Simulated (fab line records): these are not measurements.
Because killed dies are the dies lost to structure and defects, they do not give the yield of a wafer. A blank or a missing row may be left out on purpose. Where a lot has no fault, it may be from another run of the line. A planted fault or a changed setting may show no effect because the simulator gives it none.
What tool caused it? | flow gf180mcu | Sampling: 13 lots, 39 wafers, 6 of 602 route steps

== WHAT EACH GAUGE READ, for each wafer ==
GF_MVPSD_TW_MEAS_11. Usual: MVPSD_TW gives 553 (standard deviation 3.6).
lot  | measured     | on            | MVPSD_TW    | flag
L690 | day 4 23:10  | film metro-03 | 557 553 557 |
L691 | day 5 05:20  | film metro-04 | 548 547 546 |
L693 | day 5 19:21  | film metro-04 | 549 550 549 |
L694 | day 6 00:36  | film metro-01 | 551 555 552 |
L695 | day 6 07:45  | film metro-01 | 554 554 552 |
L697 | day 6 17:34  | film metro-01 | 553 553 552 |
L698 | day 7 01:07  | film metro-03 | 671 669 675 | OFF
L702 | day 8 00:17  | film metro-04 | 550 546 550 |
L703 | day 8 08:07  | film metro-01 | 667 667 665 | OFF
L708 | day 9 17:21  | film metro-03 | 559 558 558 |
L709 | day 9 23:49  | film metro-04 | 550 549 550 |
L712 | day 10 17:03 | film metro-01 | 559 559 559 |
L713 | day 11 01:32 | film metro-01 | 553 554 553 |

GF_VT_IMPLANT_TW_MEAS_21. Usual: VT_IMPLANT_2_TW gives 1204 (standard deviation 8.6).
lot  | measured     | on            | VT_IMPLANT_2_TW | flag
L690 | day 6 04:22  | film metro-02 | 1194 1195 1189  |
L691 | day 6 09:36  | film metro-02 | 1198 1195 1195  |
L693 | day 7 00:32  | film metro-04 | 1210 1210 1207  |
L694 | day 7 06:05  | film metro-04 | 1209 1208 1208  |
L695 | day 7 13:48  | film metro-04 | 1207 1204 1215  |
L697 | day 8 00:36  | film metro-02 | 1181 1192 1193  |
L698 | day 8 09:14  | film metro-02 | 1194 1188 1186  |
L702 | day 9 09:35  | film metro-04 | 1205 1207 1207  |
L703 | day 9 17:16  | film metro-01 | 1213 1215 1212  |
L708 | day 11 05:26 | film metro-02 | 1202 1196 1198  |
L709 | day 11 12:06 | film metro-04 | 1198 1198 1199  |
L712 | day 12 06:38 | film metro-02 | 1200 1198 1197  |
L713 | day 12 15:56 | film metro-02 | 1196 1194 1196  |

GF_VT_IMPLANT_OVL_MEAS_40. Usual: VT_IMPLANT_03_OVL gives -1.2 nm (standard deviation 1).
lot  | measured     | on         | VT_IMPLANT_03_OVL (nm) | flag
L690 | day 7 09:55  | overlay-02 | -0.9 -1.5 -2.4         |
L691 | day 7 16:22  | overlay-01 | -0.5 1.2 -1.5          |
L693 | day 8 08:05  | overlay-02 | -1.8 -1.8 -2.4         |
L694 | day 8 14:34  | overlay-02 | -0.1 -1.9 -1.0         |
L695 | day 8 22:11  | overlay-02 | -0.9 -0.8 -3.0         |
L697 | day 9 09:36  | overlay-02 | -2.4 -1.9 -2.0         |
L698 | day 9 18:28  | overlay-02 | -0.9 -0.5 -1.1         |
L702 | day 10 20:35 | overlay-02 | -3.5 -1.8 -0.6         |
L703 | day 11 04:46 | overlay-01 | -0.8 -0.7 0.0          |
L708 | day 12 20:53 | overlay-01 | -0.3 -1.4 -1.9         |
L709 | day 13 03:46 | overlay-02 | -2.3 -3.4 -2.0         |
L712 | day 13 23:09 | overlay-02 | -0.5 -2.3 -0.9         |
L713 | day 14 09:22 | overlay-02 | -1.0 0.6 1.1           |

GF_VT_IMPLANT_RS_MEAS_49: a four-point-probe measurement. Usual: MVPSD_RS gives 1170.0 ohm/sq (standard deviation 3).
lot  | measured     | on            | MVPSD_RS (ohm/sq)    | flag
L690 | day 7 10:49  | film metro-03 | 1169.7 1170.8 1169.7 |
L691 | day 7 17:14  | film metro-04 | 1174.1 1170.1 1173.4 |
L693 | day 8 08:57  | film metro-04 | 1168.6 1165.7 1168.6 |
L694 | day 8 15:25  | film metro-03 | 1170.6 1169.0 1167.6 |
L695 | day 8 23:03  | film metro-01 | 1168.4 1168.4 1169.7 |
L697 | day 9 10:28  | film metro-01 | 1165.3 1164.4 1166.8 |
L698 | day 9 19:19  | film metro-01 | 825.9 827.1 822.4    | OFF
L702 | day 10 21:27 | film metro-04 | 1171.8 1169.5 1168.6 |
L703 | day 11 05:38 | film metro-01 | 825.7 825.3 824.9    | OFF
L708 | day 12 21:45 | film metro-01 | 1166.6 1168.2 1171.1 |
L709 | day 13 04:45 | film metro-03 | 1167.4 1169.9 1171.3 |
L712 | day 14 00:01 | film metro-03 | 1161.7 1166.0 1165.0 |
L713 | day 14 10:13 | film metro-01 | 1172.7 1171.9 1170.6 |

== TOOL THAT RAN EACH LOT (tool first, then ch and the chambers of the sampled wafers, then the start) ==
lot  | GF_MVPSD_IMPLANT_08             | GF_VT_IMPLANT_STRIP_20
L690 | implanter-03 ch 0, day 4 22:48  | plasma asher-02 ch 0,1, day 6 04:17
L691 | implanter-03 ch 0, day 5 04:58  | plasma asher-04 ch 0,1, day 6 09:29
L693 | implanter-01 ch 0, day 5 18:57  | plasma asher-02 ch 0,1, day 7 00:26
L694 | implanter-01 ch 0, day 6 00:12  | plasma asher-01 ch 0,1, day 7 05:59
L695 | implanter-01 ch 0, day 6 07:21  | plasma asher-04 ch 1, day 7 13:42
L697 | implanter-01 ch 0, day 6 17:10  | plasma asher-04 ch 0,1, day 8 00:29
L698 | implanter-04 ch 0, day 7 00:21  | plasma asher-02 ch 0,1, day 8 09:08
L702 | implanter-01 ch 0, day 7 23:53  | plasma asher-04 ch 0,1, day 9 09:29
L703 | implanter-01 ch 0, day 8 07:25  | plasma asher-04 ch 0, day 9 17:09
L708 | implanter-03 ch 0, day 9 16:57  | plasma asher-04 ch 0,1, day 11 05:20
L709 | implanter-04 ch 0, day 9 23:27  | plasma asher-01 ch 0,1, day 11 12:01
L712 | implanter-04 ch 0, day 10 16:39 | plasma asher-01 ch 0,1, day 12 06:32
L713 | implanter-01 ch 0, day 11 01:08 | plasma asher-02 ch 0,1, day 12 15:50
- GF_MVPSD_IMPLANT_08
- GF_VT_IMPLANT_STRIP_20: strips in O2/N2.

== WHAT THE TOOLS THEMSELVES READ (means of the sampled wafers that have a number; where no wafer has one, the mark that the record gives instead) ==
GF_VT_IMPLANT_STRIP_20. Usual: chamber pressure mTorr 1499.9 mTorr, standard deviation 1.3; drypump motor current A 5.8 A, standard deviation 0.51; heater power w 334 W, standard deviation 28; oes product au 0.716 a.u., standard deviation 0.0044; strip time to endpoint s 12.619 s, standard deviation 0.029.
lot  | tool            | chamber pressure mTorr (mTorr) | drypump motor current A (A) | heater power w (W) | oes product au (a.u.) | strip time to endpoint s (s) | flag
L690 | plasma asher-02 | 1499.2                         | 6.2                         | 354                | 0.717                 | 12.612                       |
L691 | plasma asher-04 | 1498.7                         | 5.5                         | 352                | 0.718                 | 12.618                       |
L693 | plasma asher-02 | 1499.9                         | 6.2                         | 356                | 0.714                 | 12.597                       |
L694 | plasma asher-01 | 1499.6                         | 6.3                         | 304                | 0.717                 | 12.594                       |
L695 | plasma asher-04 | 1498.8                         | 5.1                         | 324                | 0.714                 | 12.622                       |
L697 | plasma asher-04 | 1501.0                         | 5.5                         | 346                | 0.721                 | 12.600                       |
L698 | plasma asher-02 | 1500.5                         | 6.2                         | 358                | 0.719                 | 12.647                       |
L702 | plasma asher-04 | 1498.2                         | 5.3                         | 335                | 0.719                 | 12.603                       |
L703 | plasma asher-04 | 1499.4                         | 5.8                         | 357                | 0.717                 | 12.595                       |
L708 | plasma asher-04 | 1500.1                         | 5.6                         | 343                | 0.715                 | 12.630                       |
L709 | plasma asher-01 | 1500.9                         | 6.2                         | 320                | 0.714                 | 12.608                       |
L712 | plasma asher-01 | 1500.8                         | 6.3                         | 307                | 0.722                 | 12.618                       |
L713 | plasma asher-02 | 1499.9                         | 6.2                         | 356                | 0.712                 | 12.613                       |

== THE ANSWER, worked out from the rows above alone ==
Rule: lot off if the mean of its wafers having a number is beyond 3 standard deviations from the usual mean. Also off: a lot with no number at a reading for which 4 or more lots have one. The other lots that the step has rows for count as sound. The gauges are gone through in route order, then the tools' own readings, and for those a lot's mean is taken as printed above. The first step at which some lot is off is used, and at that step the reading that is off furthest; a lot without a number counts as furthest.
Off: at GF_MVPSD_TW_MEAS_11 (MVPSD_TW), L698, L703.
A tool fits if, at a process step before that reading, it ran every lot that is off, and no sound lot after the first of them. The gauges at GF_MVPSD_TW_MEAS_11 are tried like those tools. No candidate that was tried fits.

== WHAT HAD BEEN PUT IN BY THE SIMULATOR ==
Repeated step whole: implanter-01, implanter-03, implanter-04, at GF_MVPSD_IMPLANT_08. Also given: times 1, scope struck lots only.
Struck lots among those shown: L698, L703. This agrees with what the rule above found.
